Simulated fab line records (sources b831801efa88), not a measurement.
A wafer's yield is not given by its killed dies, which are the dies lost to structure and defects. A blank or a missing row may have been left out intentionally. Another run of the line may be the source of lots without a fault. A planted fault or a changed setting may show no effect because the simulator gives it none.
Chamber matching :: flow sfq-line :: cmp-01 running SFQ_TRILAYER_I0_CMP_CMP_028: 4 sister chambers
The step polishes SiO2. 7 wafers are shown with their chamber, then 7 later ones without.

== WAFERS, EACH WITH ITS CHAMBER ==
wafer: L123.1
chamber: 1
motor-current-A (A): 12.9
time-to-endpoint-s (s): 211

wafer: L124.1
chamber: 0
motor-current-A (A): 10.6
time-to-endpoint-s (s): 210

wafer: L124.4
chamber: 1
motor-current-A (A): 12.8
time-to-endpoint-s (s): 216

wafer: L129.1
chamber: 0
motor-current-A (A): 10.4
time-to-endpoint-s (s): 213

wafer: L130.2
chamber: 3
motor-current-A (A): 11.6
time-to-endpoint-s (s): 216

wafer: L130.3
chamber: 2
motor-current-A (A): 10.5
time-to-endpoint-s (s): 200

wafer: L130.6
chamber: 3
motor-current-A (A): 11.3
time-to-endpoint-s (s): 221

== WAFERS WITHOUT THEIR CHAMBER ==
wafer: L133.3
motor-current-A (A): 10.9
time-to-endpoint-s (s): 211

wafer: L133.4
motor-current-A (A): 9.9
time-to-endpoint-s (s): 221

wafer: L133.6
motor-current-A (A): 11.0
time-to-endpoint-s (s): 230

wafer: L135.1
motor-current-A (A): 10.4
time-to-endpoint-s (s): 209

wafer: L135.3
motor-current-A (A): 12.9
time-to-endpoint-s (s): 220

wafer: L136.1
motor-current-A (A): 11.1
time-to-endpoint-s (s): 202

wafer: L136.2
motor-current-A (A): 11.1
time-to-endpoint-s (s): 213

== WHICH CHAMBER EACH WENT THROUGH ==
wafer: L133.3
from the rows above: can't be placed: 0 or 3 or 2
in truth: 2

wafer: L133.4
from the rows above: 0
in truth: 0

wafer: L133.6
from the rows above: 3
in truth: 3

wafer: L135.1
from the rows above: can't be placed: 0 or 2
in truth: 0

wafer: L135.3
from the rows above: 1
in truth: 1

wafer: L136.1
from the rows above: can't be placed: 2 or 0 or 3
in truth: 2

wafer: L136.2
from the rows above: can't be placed: 3 or 0
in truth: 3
Placed correctly: 3 of 7. These rows do not allow placing 4 (true chamber among the candidates in 4). Wrongly placed: 0.
How it was worked out, from the rows above alone: a wafer's distance from a chamber is the root of the sum, over the readings, of the square of ((its reading less the chamber's mean) divided by the reading's scatter). The wafer belongs to the nearest chamber; if the next one is less than 2 further off, it can't be placed. The mean given for a chamber averages the wafers shown for that chamber. The scatter: take each reading less its chamber's mean, square it, sum over the shown wafers, divide by the number of wafers less the number of chambers, and take the root.
